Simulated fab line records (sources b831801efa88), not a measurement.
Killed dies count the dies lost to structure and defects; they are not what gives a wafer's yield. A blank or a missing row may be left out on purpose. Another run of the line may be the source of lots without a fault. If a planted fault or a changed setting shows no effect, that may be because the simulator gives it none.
Which of the tools did it?	flow gf180mcu	42 wafers from 14 lots sampled at 3 of the route's 602 steps

== WHAT EACH GAUGE READ, for each wafer ==
GF_V1_THK_MEAS_03.
lot	measured	on	V1_CVD_02_THK (nm)
L945	day 17 10:33	film metro-01	860 863 870
L946	day 18 02:54	film metro-01	834 849 855
L948	day 18 23:56	film metro-02	835 833 850
L956	day 22 10:31	film metro-04	854 847 861
L957	day 22 21:26	film metro-02	846 852 862
L958	day 23 05:56	film metro-01	841 853 854
L960	day 23 13:04	film metro-02	855 870 861
L961	day 23 15:07	film metro-01	832 846 850
L963	day 24 05:53	film metro-01	848 859 856
L962	day 24 11:40	film metro-04	850 843 870
L965	day 24 20:19	film metro-01	855 864 859
L966	day 25 04:29	film metro-04	836 852 855

== WHAT TOOL EACH LOT RAN ON (gives the tool, then ch and the chambers of the sampled wafers, and finally the start) ==
lot	GF_SAB_STRIP_13	GF_CONTACT_DEVELOP_13
L945	plasma asher-03 ch 1, day 15 09:33	litho track-02 ch 0, day 16 07:59
L946	plasma asher-02 ch 0,1, day 16 01:05	litho track-01 ch 0, day 17 00:37
L948	plasma asher-03 ch 0,1, day 16 22:17	litho track-01 ch 0, day 17 21:20
L952	plasma asher-01 ch 1, day 18 20:10	litho track-03, day 19 21:04
L953	plasma asher-03 ch 0,1, day 19 08:40	litho track-02, day 20 10:16
L956	plasma asher-02 ch 0,1, day 20 06:04	litho track-02 ch 0, day 21 07:53
L957	plasma asher-03 ch 0,1, day 20 17:45	litho track-02 ch 0, day 21 18:55
L958	plasma asher-02 ch 0,1, day 21 03:56	litho track-02 ch 0, day 22 04:44
L960	plasma asher-03 ch 0,1, day 21 10:32	litho track-02 ch 0, day 22 11:41
L961	plasma asher-01 ch 1, day 21 12:35	litho track-03 ch 0, day 22 13:31
L963	plasma asher-01 ch 0,1, day 22 05:13	litho track-01 ch 0, day 23 05:16
L962	plasma asher-03 ch 0,1, day 22 09:35	litho track-03 ch 0, day 23 10:11
L965	plasma asher-03 ch 0,1, day 22 19:20	litho track-03 ch 0, day 23 19:05
L966	plasma asher-02 ch 0, day 23 04:08	litho track-03 ch 0, day 24 03:48
- GF_SAB_STRIP_13: strips in O2/N2.
- GF_CONTACT_DEVELOP_13: develop time 60 s.

== WHAT THE TOOLS THEMSELVES READ (means of the sampled wafers that have a number; where no wafer has one, the mark that the record gives instead) ==
GF_SAB_STRIP_13.
lot	tool	drypump motor current A (A)	heater power w (W)	oes product au (a.u.)	strip time to endpoint s (s)
L945	plasma asher-03	5.58	313	0.712	12.54
L946	plasma asher-02	5.37	337	0.708	12.55
L948	plasma asher-03	5.33	344	0.706	12.59
L952	plasma asher-01	5.83	287	0.707	12.59
L953	plasma asher-03	5.35	341	0.705	12.62
L956	plasma asher-02	5.37	314	0.711	12.60
L957	plasma asher-03	5.47	325	0.711	12.59
L958	plasma asher-02	5.44	329	0.714	12.61
L960	plasma asher-03	5.33	339	0.711	12.59
L961	plasma asher-01	5.84	285	0.710	12.56
L963	plasma asher-01	5.66	314	0.706	12.63
L962	plasma asher-03	5.31	343	0.710	12.61
L965	plasma asher-03	5.46	322	0.713	12.60
L966	plasma asher-02	5.46	332	0.711	12.59

GF_CONTACT_DEVELOP_13.
lot	tool	chill plate temp C (C)
L945	litho track-02	23.01
L946	litho track-01	22.93
L948	litho track-01	22.87
L952	litho track-03	-
L953	litho track-02	-
L956	litho track-02	22.99
L957	litho track-02	22.97
L958	litho track-02	22.99
L960	litho track-02	23.03
L961	litho track-03	23.05
L963	litho track-01	22.85
L962	litho track-03	22.95
L965	litho track-03	23.02
L966	litho track-03	23.09

== THE ANSWER, worked out from the rows above alone ==
Rule: the lots themselves supply what counts as usual. Put in order of their means at a reading, lots are off if they are a third of the lots or fewer, leave a main group of 4 or more, and stand apart from it by a gap of 3 or more times the standard deviation of the main group's means; of several such gaps the widest counts. Not used: any main group whose means are identical at the precision the tables above print for the reading. Also off: a lot with no number at a reading for which 4 or more lots have one. All remaining lots with rows at the step are treated as sound. First the gauges in route order, then the tools' own readings, where a lot's mean is used as printed above. The first step at which some lot is off is used, and at that step the reading that is off furthest; a lot without a number counts as furthest.
Off, at GF_CONTACT_DEVELOP_13 on chill plate temp C: L952, L953. Without a number there: L952, L953. For the main group the mean is 22.98 C and the standard deviation 0.068.
If a tool, at that step or one of the process steps before it, ran each lot that is off and ran no sound lot following the first of them, it fits. Not one of the candidates tried fits.

== WHAT THE SIMULATOR HAD INSERTED ==
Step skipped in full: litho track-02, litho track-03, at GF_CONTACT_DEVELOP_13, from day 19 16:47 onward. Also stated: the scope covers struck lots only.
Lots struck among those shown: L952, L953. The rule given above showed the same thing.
